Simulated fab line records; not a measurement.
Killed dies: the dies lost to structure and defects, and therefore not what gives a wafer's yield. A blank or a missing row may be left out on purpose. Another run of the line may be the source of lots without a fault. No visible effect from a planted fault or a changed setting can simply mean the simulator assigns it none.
The tool behind it: which one? ; flow sky130 ; 18 wafers from 6 lots sampled at 3 of the route's 708 steps

## WHAT THE GAUGES SHOWED, per wafer
SKY_GATE_OXIDE_TW_MEAS_14.
lot;measured;on;GATE_OXIDE_TW
L637;day 15 17:42;film metro-03;355.2 355.8 359.0
L640;day 16 22:29;film metro-01;366.4 363.6 364.4
L647;day 19 03:05;film metro-03;218.9 218.6 219.0
L649;day 19 17:38;film metro-01;225.1 224.0 223.3
L652;day 20 21:53;film metro-04;220.1 220.1 220.7
L655;day 22 01:02;film metro-01;223.8 225.2 223.8

## TOOL THAT RAN EACH LOT (tool first, then ch and the chambers of the sampled wafers, then the start)
lot;SKY_FIELD_ISO_ETCH_17;SKY_GATE_OXIDE_IMPLANT_11
L637;rie si-02 ch 0,2, day 3 09:10;implanter-02 ch 0, day 15 17:23
L640;rie si-02 ch 0,1,3, day 3 23:48;implanter-02 ch 0, day 16 22:08
L647;rie si-01 ch 0,2,3, day 5 11:28;implanter-02 ch 0, day 19 02:44
L649;rie si-02 ch 1,2,3, day 5 20:19;implanter-01 ch 0, day 19 17:17
L652;rie si-01 ch 0,1, day 6 14:00;implanter-02 ch 0, day 20 21:34
L655;rie si-02 ch 1,2, day 7 06:28;implanter-02 ch 0, day 22 00:41
- SKY_FIELD_ISO_ETCH_17: etches Si in HBr/Cl2/O2, target depth 342 nm, time 97.7 s.
- SKY_GATE_OXIDE_IMPLANT_11

## THE ANSWER, worked out from the rows above alone
Rule: what is usual is taken from the lots themselves. Put in order of their means at a reading, lots are off if they are a third of the lots or fewer, leave a main group of 4 or more, and stand apart from it by a gap of 3 or more times the standard deviation of the main group's means; of several such gaps the widest counts. A main group is skipped when, at the precision printed for the reading in the tables above, its means are all equal. Also off: a lot with no number at a reading for which 4 or more lots have one. Where the step has rows for the other lots, those lots are counted as sound.
Off: at SKY_GATE_OXIDE_TW_MEAS_14 (GATE_OXIDE_TW), L637, L640. Mean 221.9 and standard deviation 2.4 in the main group.
If a tool, at a process step before that reading, ran all the lots that are off and no sound lot after the first of them, it fits. Those tools and the gauges at SKY_GATE_OXIDE_TW_MEAS_14 are tried in the same way. Of those tried, none fits.

## WHAT THE SIMULATOR HAD INSERTED
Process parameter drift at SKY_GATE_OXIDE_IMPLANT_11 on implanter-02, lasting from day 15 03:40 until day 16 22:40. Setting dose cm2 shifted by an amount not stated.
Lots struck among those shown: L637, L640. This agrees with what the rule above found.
